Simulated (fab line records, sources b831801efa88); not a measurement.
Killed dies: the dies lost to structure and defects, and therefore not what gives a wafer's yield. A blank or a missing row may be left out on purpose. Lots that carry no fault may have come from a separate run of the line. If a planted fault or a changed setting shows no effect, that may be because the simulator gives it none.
The tool behind it: which one? / flow sky130 / 14 lots, 42 wafers sampled, at 4 steps of a route of 708

== WHAT THE GAUGES READ, wafer by wafer ==
SKY_DNWELL_TW_MEAS_09.
lot=L611; measured=day 3 09:04; on=film-metro-01; DNWELL_TW=1121 1114 1124
lot=L613; measured=day 4 01:13; on=film-metro-01; DNWELL_TW=1131 1126 1127
lot=L615; measured=day 4 08:31; on=film-metro-01; DNWELL_TW=1124 1121 1118
lot=L614; measured=day 4 08:49; on=film-metro-02; DNWELL_TW=1115 1112 1116
lot=L616; measured=day 4 14:34; on=film-metro-02; DNWELL_TW=1122 1121 1126
lot=L618; measured=day 4 23:31; on=film-metro-04; DNWELL_TW=1198 1202 1197
lot=L621; measured=day 5 15:07; on=film-metro-01; DNWELL_TW=1117 1113 1117
lot=L622; measured=day 5 21:54; on=film-metro-04; DNWELL_TW=1198 1200 1199
lot=L626; measured=day 6 17:42; on=film-metro-01; DNWELL_TW=1109 1106 1112
lot=L627; measured=day 6 23:11; on=film-metro-01; DNWELL_TW=1118 1118 1120
lot=L629; measured=day 7 11:37; on=film-metro-01; DNWELL_TW=1122 1118 1117
lot=L630; measured=day 7 15:56; on=film-metro-02; DNWELL_TW=1124 1127 1131
lot=L631; measured=day 7 20:49; on=film-metro-04; DNWELL_TW=1123 1127 1128
lot=L633; measured=day 8 10:02; on=film-metro-04; DNWELL_TW=1122 1128 1117

SKY_NWELL_OVL_MEAS_23.
lot=L611; measured=day 5 14:07; on=overlay-02; NWELL_01_OVL (nm)=-1.2 0.1 -0.1
lot=L613; measured=day 6 08:32; on=overlay-01; NWELL_01_OVL (nm)=0.8 -0.1 -0.6
lot=L615; measured=day 6 15:27; on=overlay-01; NWELL_01_OVL (nm)=-2.5 -0.7 0.5
lot=L614; measured=day 6 16:23; on=overlay-01; NWELL_01_OVL (nm)=1.2 -0.6 1.0
lot=L616; measured=day 6 21:55; on=overlay-01; NWELL_01_OVL (nm)=-0.3 -1.6 -1.2
lot=L618; measured=day 7 08:33; on=overlay-01; NWELL_01_OVL (nm)=-0.4 0.1 0.1
lot=L621; measured=day 8 02:59; on=overlay-01; NWELL_01_OVL (nm)=2.1 -1.4 -0.4
lot=L622; measured=day 8 09:05; on=overlay-02; NWELL_01_OVL (nm)=-1.1 2.9 -0.1
lot=L626; measured=day 9 07:07; on=overlay-01; NWELL_01_OVL (nm)=0.3 0.6 0.9
lot=L627; measured=day 9 13:00; on=overlay-01; NWELL_01_OVL (nm)=3.2 2.3 -0.4
lot=L629; measured=day 10 03:28; on=overlay-02; NWELL_01_OVL (nm)=1.1 -0.5 -0.2
lot=L630; measured=day 10 07:49; on=overlay-02; NWELL_01_OVL (nm)=-0.3 0.4 1.7
lot=L631; measured=day 10 14:14; on=overlay-01; NWELL_01_OVL (nm)=0.7 1.4 0.7
lot=L633; measured=day 11 05:09; on=overlay-02; NWELL_01_OVL (nm)=-1.6 -1.9 -1.8

SKY_VT_ADJUST_LVTN_OVL_MEAS_18.
lot=L611; measured=day 8 01:03; on=overlay-02; VT_ADJUST_LVTN_01_OVL (nm)=1.5 0.9 1.3
lot=L613; measured=day 8 21:56; on=overlay-02; VT_ADJUST_LVTN_01_OVL (nm)=1.5 1.4 1.6
lot=L615; measured=day 9 04:46; on=overlay-02; VT_ADJUST_LVTN_01_OVL (nm)=1.2 -0.3 1.3
lot=L614; measured=day 9 06:29; on=overlay-01; VT_ADJUST_LVTN_01_OVL (nm)=2.6 -0.7 3.5
lot=L616; measured=day 9 12:28; on=overlay-01; VT_ADJUST_LVTN_01_OVL (nm)=0.9 -0.7 -1.5
lot=L618; measured=day 10 00:46; on=overlay-02; VT_ADJUST_LVTN_01_OVL (nm)=-0.3 -0.4 1.7
lot=L621; measured=day 10 21:07; on=overlay-01; VT_ADJUST_LVTN_01_OVL (nm)=0.0 -0.5 2.3
lot=L622; measured=day 11 03:19; on=overlay-02; VT_ADJUST_LVTN_01_OVL (nm)=3.0 3.4 2.1
lot=L626; measured=day 12 05:21; on=overlay-01; VT_ADJUST_LVTN_01_OVL (nm)=1.1 1.6 1.6
lot=L627; measured=day 12 11:48; on=overlay-02; VT_ADJUST_LVTN_01_OVL (nm)=0.8 2.6 2.7
lot=L629; measured=day 13 03:22; on=overlay-01; VT_ADJUST_LVTN_01_OVL (nm)=0.4 -0.3 -1.2
lot=L630; measured=day 13 07:58; on=overlay-01; VT_ADJUST_LVTN_01_OVL (nm)=2.6 1.4 1.1
lot=L631; measured=day 13 14:31; on=overlay-02; VT_ADJUST_LVTN_01_OVL (nm)=1.9 1.1 0.9
lot=L633; measured=day 14 09:42; on=overlay-01; VT_ADJUST_LVTN_01_OVL (nm)=0.6 0.8 2.5

== WHICH TOOL RAN EACH LOT (tool, then ch and the chambers of the sampled wafers, then the start) ==
lot=L611; SKY_DNWELL_IMPLANT_07=implanter-04 ch 0, day 3 08:51
lot=L613; SKY_DNWELL_IMPLANT_07=implanter-04 ch 0, day 4 00:59
lot=L615; SKY_DNWELL_IMPLANT_07=implanter-04 ch 0, day 4 08:19
lot=L614; SKY_DNWELL_IMPLANT_07=implanter-01 ch 0, day 4 08:35
lot=L616; SKY_DNWELL_IMPLANT_07=implanter-01 ch 0, day 4 14:20
lot=L618; SKY_DNWELL_IMPLANT_07=implanter-01 ch 0, day 4 23:18
lot=L621; SKY_DNWELL_IMPLANT_07=implanter-04 ch 0, day 5 14:53
lot=L622; SKY_DNWELL_IMPLANT_07=implanter-01 ch 0, day 5 21:41
lot=L626; SKY_DNWELL_IMPLANT_07=implanter-04 ch 0, day 6 17:27
lot=L627; SKY_DNWELL_IMPLANT_07=implanter-04 ch 0, day 6 22:56
lot=L629; SKY_DNWELL_IMPLANT_07=implanter-04 ch 0, day 7 11:23
lot=L630; SKY_DNWELL_IMPLANT_07=implanter-02 ch 0, day 7 15:43
lot=L631; SKY_DNWELL_IMPLANT_07=implanter-04 ch 0, day 7 20:35
lot=L633; SKY_DNWELL_IMPLANT_07=implanter-04 ch 0, day 8 09:47
- SKY_DNWELL_IMPLANT_07

== AS READ BY THE TOOLS THEMSELVES (means over the sampled wafers that have a number; for cases with no such wafer, the mark the record gives instead) ==
The record holds no such reading with a usual standard deviation.

== THE ANSWER, worked out from the rows above alone ==
Rule: the lots themselves supply what counts as usual. The widest of any qualifying gaps counts: lots, ordered by their means at a reading, are off when they make up no more than a third of the lots, leave a main group of 4 or more, and stand apart from it by 3 or more times the standard deviation of that group's means. A main group whose means are all the same, to the digits that the tables above print for the reading, isn't used. Also off: a lot with no number at a reading for which 4 or more lots have one. Any other lot the step has rows for is counted as sound. After the gauges, taken in route order, come the tools' own readings; for these a lot's mean is taken, as printed above. At the first step where some lot is off, the reading lying furthest off is the one used; lots without a number count as furthest.
Off: L618, L622, at SKY_DNWELL_TW_MEAS_09 (DNWELL_TW). Main group: mean 1120, sd 5.3.
If a tool, at a process step before that reading, ran all the lots that are off and no sound lot after the first of them, it fits. Those tools and the gauges at SKY_DNWELL_TW_MEAS_09 are tried in the same way. One fits: implanter-01 at SKY_DNWELL_IMPLANT_07. Its last sound lot is L616 (day 4 14:20), its first lot that is off L618 (day 4 23:18): a fault that began between those two fits.

== WHAT THE SIMULATOR HAD PUT IN ==
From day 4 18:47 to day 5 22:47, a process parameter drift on implanter-01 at SKY_DNWELL_IMPLANT_07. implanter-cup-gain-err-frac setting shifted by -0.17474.
Shown lots that were struck: L618, L622. The same result came from the rule above.
